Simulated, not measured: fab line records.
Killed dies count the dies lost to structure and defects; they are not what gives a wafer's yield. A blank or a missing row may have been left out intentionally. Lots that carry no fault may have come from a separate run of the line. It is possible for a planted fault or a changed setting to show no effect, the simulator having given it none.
fab line records	flow sfqLine
record lots=14	wafers=42	lastDay=80
route steps=325 shown M3@119 M4@158 I4@164
lots that met no fault: taken from a fault-free run of the same line
startH: hours from the record's first day to the start of the lot's first wafer shown	waitH: how many hours have passed since the lot's step before this one	" repeats the value in the row above	L1.1+2: a single row standing in for several wafers	- no value present, or no start provided	* or withheld: withheld	< > ~ a bound
route shown NAME@n: a module of which the file shows steps, and the number in the route of the first	usual: mean/standard deviation taken from wafers without a fault	same: alike in all rows	chamber/n: place in a boat	sites: per-site readings	_std_site: the values' standard deviation	_edge_site: outer sites' mean less inner sites'	radiusMm: how far each site lies from the wafer's centre	mask NAME#n: copy n	behind: the most recent tool/chamber to have shaped the wafer	hold: the reason the lot was held/the length of the hold in hours/how it ended	device: transistor that didn't switch, given as n, p or np	end of line: the route-end tests of the same wafers	a step with no rows: only its recipe	killed: dies that structure and defects cost at the first sort, which is not the same as the wafer's yield	map: a wafer's dies, x killed, . not, _ none there
set.NAME: the setting as run; set.NAME@STEP: as run at that earlier step	model.NAME: the simulator's own value behind a step, which no gauge read
route steps across a sampled set of lots; one table per step, one row per wafer
services: the hour from which a tool's chamber was out of use, counted from the record's first day as startH (under 0 if before that day), plus the number of hours and why
## steps
# step SFQ_TRILAYER_M3_DEP_SPUTTER_073
# recipe material=Nb	basePressurePa=1.33e-06	chamberPressurePa=0.1333	substrateTempC=20	resputterCathodeVoltageV=400	targetThkNm=200	powerW=2000	timeS=133.3
# usual throttleValvePct=29.9/1.1
lot.wafer	tool	chamber	startH	waitH	throttleValvePct
L907.1	pvdSputter-04	-	767.25	0.0	32.3
L907.4	"	-	"	"	30.7
L907.6	"	-	"	"	32.0
L909.2	pvdSputter-06	-	782.64	0.0	30.7
L909.4	"	-	"	"	29.4
L909.5	"	-	"	"	30.6
L910.1	pvdSputter-06	-	823.64	0.0	29.2
L910.3	"	-	"	"	30.8
L910.4	"	-	"	"	28.5
L914.2	pvdSputter-05	-	856.45	0.0	29.5
L914.4	"	-	"	"	28.6
L914.5	"	-	"	"	29.1
L915.1	pvdSputter-05	-	1000.16	0.0	29.8
L915.2	"	-	"	"	28.6
L915.5	"	-	"	"	28.8
L916.1	pvdSputter-04	-	1008.55	0.0	31.1
L916.2	"	-	"	"	30.7
L916.4	"	-	"	"	29.1
L917.4	pvdSputter-05	-	1020.56	0.0	28.8
L917.5	"	-	"	"	29.3
L917.6	"	-	"	"	28.8
L921.3	pvdSputter-06	-	1069.60	0.0	30.9
L921.4	"	-	"	"	28.6
L921.5	"	-	"	"	28.7
L922.2	pvdSputter-04	-	1070.80	0.0	32.3
L922.3	"	-	"	"	30.8
L922.6	"	-	"	"	30.9
L924.1	pvdSputter-05	-	1078.01	0.0	29.5
L924.3	"	-	"	"	29.2
L924.5	"	-	"	"	29.2
L925.1	pvdSputter-04	-	1084.00	0.0	30.8
L925.2	"	-	"	"	32.0
L925.6	"	-	"	"	30.9
L927.2	pvdSputter-06	-	1109.20	0.0	29.6
L927.4	"	-	"	"	28.7
L927.6	"	-	"	"	29.1
L928.1	pvdSputter-05	-	1120.00	0.0	29.2
L928.2	"	-	"	"	29.6
L928.3	"	-	"	"	28.9
L929.3	pvdSputter-04	-	1138.15	0.0	31.9
L929.4	"	-	"	"	29.0
L929.6	"	-	"	"	32.0
# step SFQ_TRILAYER_M3_ETCH_METAL_ETCH_078
# recipe target=Nb	stopOn=SiO2	maskMaterial=PR	chemistry=Cl2/Ar	targetDepthNm=240	icpW=600	biasW=80	pressureMtorr=10	timeS=120
# usual drypumpMotorCurrentA=5.6/0.6	oesProductAu=0.896/0.0061
lot.wafer	tool	chamber	startH	waitH	drypumpMotorCurrentA	oesProductAu	rfHoursCounterH
L907.1	rieMetal-04	1	774.54	0.0	4.8	0.900	33
L907.4	"	1	"	"	4.7	0.907	-
L907.6	"	0	"	"	5.7	0.900	-
L909.2	rieMetal-04	0	785.72	0.1	5.7	0.898	-
L909.4	"	0	"	"	5.6	0.896	-
L909.5	"	0	"	"	5.7	0.892	-
L910.1	rieMetal-01	1	826.38	0.0	6.3	0.909	9
L910.3	"	1	"	"	6.3	0.889	-
L910.4	"	0	"	"	5.3	0.897	-
L914.2	rieMetal-01	1	859.07	0.0	6.2	0.895	13
L914.4	"	0	"	"	5.3	0.895	-
L914.5	"	0	"	"	5.3	0.898	-
L915.1	rieMetal-04	0	1003.90	0.0	5.6	0.889	82
L915.2	"	1	"	"	4.7	0.896	63
L915.5	"	1	"	"	4.7	0.904	-
L916.1	rieMetal-02	0	1012.30	0.0	6.6	0.892	25
L916.2	"	1	"	"	6.3	0.886	66
L916.4	"	0	"	"	6.5	0.892	-
L917.4	rieMetal-01	0	1157.69	0.1	5.3	0.895	-
L917.5	"	1	"	"	6.3	0.900	-
L917.6	"	0	"	"	5.3	0.900	-
L921.3	rieMetal-01	0	1185.29	0.1	5.3	0.886	-
L921.4	"	1	"	"	6.3	0.896	-
L921.5	"	0	"	"	5.3	0.889	-
L922.2	rieMetal-04	1	1186.60	0.2	4.8	0.899	-
L922.3	"	1	"	"	4.8	0.897	-
L922.6	"	1	"	"	4.7	0.893	-
L924.1	rieMetal-04	1	1192.45	0.0	4.7	0.896	95
L924.3	"	0	"	"	5.6	0.903	-
L924.5	"	0	"	"	5.6	0.900	-
L925.1	rieMetal-04	1	1197.25	0.0	4.7	0.894	96
L925.2	"	0	"	"	5.7	0.886	107
L925.6	"	1	"	"	4.7	0.899	-
L927.2	rieMetal-01	0	1230.35	0.0	5.3	0.903	79
L927.4	"	1	"	"	6.3	0.895	-
L927.6	"	0	"	"	5.3	0.901	-
L928.1	rieMetal-01	1	1239.95	0.0	6.3	0.905	69
L928.2	"	0	"	"	5.3	0.894	82
L928.3	"	1	"	"	6.3	0.904	-
L929.3	rieMetal-02	1	1265.55	0.1	6.3	0.885	-
L929.4	"	0	"	"	6.5	0.891	-
L929.6	"	1	"	"	6.3	0.894	-
# step SFQ_M4_OVL_MEAS_926
# usual M4_OVL=-3/5.6
lot.wafer	tool	chamber	startH	waitH	M4_OVL[nm]
L907.1	overlay-01	-	1062.60	0.1	-7
L907.4	"	-	"	"	4
L907.6	"	-	"	"	-1
L909.2	overlay-01	-	1080.61	0.1	-3
L909.4	"	-	"	"	-9
L909.5	"	-	"	"	-9
L910.1	overlay-01	-	1125.00	0.1	7
L910.3	"	-	"	"	-4
L910.4	"	-	"	"	-7
L914.2	overlay-02	-	1138.36	0.1	-3
L914.4	"	-	"	"	-2
L914.5	"	-	"	"	-6
L915.1	overlay-02	-	1153.95	0.1	-4
L915.2	"	-	"	"	-5
L915.5	"	-	"	"	-9
L916.1	overlay-01	-	1259.05	0.1	6
L916.2	"	-	"	"	5
L916.4	"	-	"	"	6
L917.4	overlay-02	-	1307.60	0.1	-4
L917.5	"	-	"	"	0
L917.6	"	-	"	"	2
L921.3	overlay-01	-	1331.59	0.1	-1
L921.4	"	-	"	"	-1
L921.5	"	-	"	"	7
L922.2	overlay-02	-	1335.90	0.1	-3
L922.3	"	-	"	"	-12
L922.6	"	-	"	"	-11
L924.1	overlay-01	-	1340.69	0.1	-8
L924.3	"	-	"	"	0
L924.5	"	-	"	"	0
L925.1	overlay-02	-	1345.49	0.1	-17
L925.2	"	-	"	"	-14
L925.6	"	-	"	"	-13
L927.2	overlay-01	-	1359.90	0.1	-7
L927.4	"	-	"	"	1
L927.6	"	-	"	"	-5
L928.1	overlay-02	-	1371.51	0.1	-8
L928.2	"	-	"	"	-5
L928.3	"	-	"	"	-7
L929.3	overlay-02	-	1395.52	0.1	2
L929.4	"	-	"	"	-7
L929.6	"	-	"	"	-9
# step SFQ_TRILAYER_I4_CMP_CMP_100
# recipe material=SiO2	downForcePsi=3	platenRpm=60	padVelocityMS=0.94248
# usual motorCurrentA=10.5/0.77	timeToEndpointS=218/8.4
lot.wafer	tool	chamber	startH	waitH	motorCurrentA	timeToEndpointS
L907.4	cmp-02	2	1063.68	0.0	10.5	206
L907.1	"	3	"	"	10.8	194
L907.6	"	3	1066.18	2.5	11.0	207
L909.4	cmp-02	3	1081.69	0.0	10.3	211
L909.2	"	1	1082.69	1.0	9.9	217
L909.5	"	0	1084.19	2.5	11.5	216
L910.1	cmp-02	0	1128.03	2.0	11.4	214
L910.4	"	1	"	"	9.9	229
L910.3	"	3	1129.53	3.5	10.8	205
L914.4	cmp-02	1	1142.34	2.9	9.9	230
L914.2	"	2	"	"	11.3	214
L914.5	"	3	"	"	10.2	123
L915.1	cmp-02	2	1155.04	0.0	11.4	202
L915.2	"	0	1156.04	1.0	11.6	214
L915.5	"	2	1157.04	2.0	11.5	117
L916.2	cmp-02	1	1269.04	9.0	9.8	226
L916.1	"	2	"	"	11.2	216
L916.4	"	3	"	"	9.9	214
L917.4	cmp-01	0	1313.80	5.2	10.3	213
L917.6	"	3	1315.30	6.7	9.4	224
L917.5	"	0	"	"	10.3	215
L921.4	cmp-02	3	1339.18	6.5	10.4	219
L921.3	"	2	1340.68	8.1	11.1	218
L921.5	"	0	1341.68	9.0	10.7	231
L922.3	cmp-02	2	1342.18	5.2	11.9	226
L922.2	"	1	1343.68	6.8	10.9	228
L922.6	"	2	"	"	11.3	227
L924.1	cmp-01	1	1346.30	4.6	9.2	217
L924.3	"	0	1347.80	6.1	10.5	215
L924.5	"	2	1348.80	7.0	10.7	232
L925.2	cmp-02	0	1351.18	4.7	10.7	222
L925.1	"	3	1352.68	6.2	11.1	202
L925.6	"	0	"	"	11.0	222
L927.4	cmp-02	0	1369.18	8.2	11.4	224
L927.2	"	2	1370.18	9.3	10.9	213
L927.6	"	1	1371.68	10.7	10.1	225
L928.2	cmp-02	3	1381.18	8.5	10.8	204
L928.3	"	0	"	"	10.6	214
L928.1	"	2	1382.68	10.0	11.5	205
L929.4	cmp-02	3	1402.91	6.3	10.0	220
L929.3	"	0	"	"	12.1	223
L929.6	"	3	1404.91	8.3	10.8	217
## services
tool	chamber	startH	hours	kind
cmp-02	-	746.92	4.0	pm
cmp-02	-	764.13	6.6	pm
rieMetal-04	-	766.93	1.4	pm
rieMetal-01	-	773.27	1.3	repair
rieMetal-04	1	781.08	20.5	repair
rieMetal-01	-	793.44	0.4	repair
cmp-02	-	831.37	1.3	repair
cmp-02	-	884.32	0.8	repair
rieMetal-01	0	921.69	5.8	repair
cmp-02	-	953.83	1.7	repair
cmp-02	-	971.95	0.8	repair
cmp-02	-	1072.34	8.6	pm
cmp-02	-	1086.92	4.0	pm
cmp-02	-	1100.84	1.5	repair
rieMetal-01	1	1114.33	4.6	repair
cmp-02	-	1115.88	6.2	pm
cmp-02	-	1134.03	4.3	pm
cmp-02	-	1159.37	4.2	repair
rieMetal-04	-	1163.46	0.1	repair
rieMetal-04	0	1166.88	22.6	repair
cmp-02	-	1180.67	0.4	repair
cmp-02	-	1221.25	5.4	repair
cmp-02	-	1225.89	1.2	repair
rieMetal-01	-	1240.67	2.8	pm
## key
firstSign step=SFQ_TRILAYER_I4_CMP_CMP_100	reading=timeToEndpointS	direction=down	sigmas=12	usual=*	struck=*
effect none on later readings
metAt SFQ_TRILAYER_I4_CMP_CMP_100
struckLots L914,L915
struckWafers L914.5,L915.5
notActingAt SFQ_TRILAYER_M3_DEP_SPUTTER_073,SFQ_TRILAYER_M3_ETCH_METAL_ETCH_078,SFQ_M4_OVL_MEAS_926
onsetBetween 1128.03 1142.34
fault kind=processParameterDrift	tool=cmp-02	chamber=-	onsetH=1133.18	steps=SFQ_TRILAYER_I4_CMP_CMP_100	channel=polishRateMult	offset=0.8	shape=step	endH=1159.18	scope=struckWafersOnly
